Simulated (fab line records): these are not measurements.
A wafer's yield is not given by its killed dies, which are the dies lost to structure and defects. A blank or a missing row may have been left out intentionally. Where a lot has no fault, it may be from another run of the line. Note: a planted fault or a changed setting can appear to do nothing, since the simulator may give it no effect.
What tool caused it? || flow gf180mcu || 7 lots with 21 wafers sampled at 3 steps, on a route of 602 steps

WHAT THE GAUGES READ, wafer by wafer
GF_V2_BOW_MEAS_05.
{"lot": "L295", "measured": "day 20 06:16", "on": "film_metro-04", "V2_BOW (um)": "94 103 105"}
{"lot": "L300", "measured": "day 22 08:42", "on": "film_metro-03", "V2_BOW (um)": "104 113 101"}
{"lot": "L305", "measured": "day 23 22:04", "on": "film_metro-04", "V2_BOW (um)": "83 90 91"}
{"lot": "L308", "measured": "day 25 01:38", "on": "film_metro-03", "V2_BOW (um)": "99 107 115"}
{"lot": "L311", "measured": "day 25 19:57", "on": "film_metro-01", "V2_BOW (um)": "85 80 93"}
{"lot": "L313", "measured": "day 26 11:28", "on": "film_metro-04", "V2_BOW (um)": "111 104 111"}
{"lot": "L315", "measured": "day 27 01:47", "on": "film_metro-03", "V2_BOW (um)": "98 86 92"}

TOOL THAT RAN EACH LOT (tool first, then ch and the chambers of the sampled wafers, then the start)
{"lot": "L295", "GF_M1_METAL_ETCH_16": "rie_metal-02 ch 0,1, day 18 00:30", "GF_M1_STRIP_17": "plasma_asher-03 ch 1, day 18 00:37"}
{"lot": "L300", "GF_M1_METAL_ETCH_16": "rie_metal-02 ch 1, day 20 03:24", "GF_M1_STRIP_17": "plasma_asher-02 ch 0,1, day 20 03:37"}
{"lot": "L305", "GF_M1_METAL_ETCH_16": "rie_metal-03 ch 0,1, day 21 20:38", "GF_M1_STRIP_17": "plasma_asher-04 ch 0,1, day 21 20:44"}
{"lot": "L308", "GF_M1_METAL_ETCH_16": "rie_metal-04 ch 0, day 22 23:15", "GF_M1_STRIP_17": "plasma_asher-03 ch 0,1, day 22 23:22"}
{"lot": "L311", "GF_M1_METAL_ETCH_16": "rie_metal-02 ch 0,1, day 23 19:57", "GF_M1_STRIP_17": "plasma_asher-04 ch 0,1, day 23 20:04"}
{"lot": "L313", "GF_M1_METAL_ETCH_16": "rie_metal-02 ch 0,1, day 24 11:52", "GF_M1_STRIP_17": "plasma_asher-02 ch 0,1, day 24 11:59"}
{"lot": "L315", "GF_M1_METAL_ETCH_16": "rie_metal-03 ch 0,1, day 25 02:50", "GF_M1_STRIP_17": "plasma_asher-04 ch 0,1, day 25 02:56"}
- GF_M1_METAL_ETCH_16: etches the open film in Cl2/BCl3, stops on SiO2, target depth 627.5 nm, time 104.6 s.
- GF_M1_STRIP_17: strips in O2/N2.

THE ANSWER, worked out from the rows above alone
Rule: the usual values come from the lots themselves. Put in order of their means at a reading, lots are off if they are a third of the lots or fewer, leave a main group of 4 or more, and stand apart from it by a gap of 3 or more times the standard deviation of the main group's means; of several such gaps the widest counts. A main group is skipped when, at the precision printed for the reading in the tables above, its means are all equal. Also off: a lot with no number at a reading for which 4 or more lots have one. Where the step has rows for the other lots, those lots are counted as sound.
No lot is off on any of the readings shown, so nothing can be concluded from this.

WHAT WAS PUT IN BY THE SIMULATOR
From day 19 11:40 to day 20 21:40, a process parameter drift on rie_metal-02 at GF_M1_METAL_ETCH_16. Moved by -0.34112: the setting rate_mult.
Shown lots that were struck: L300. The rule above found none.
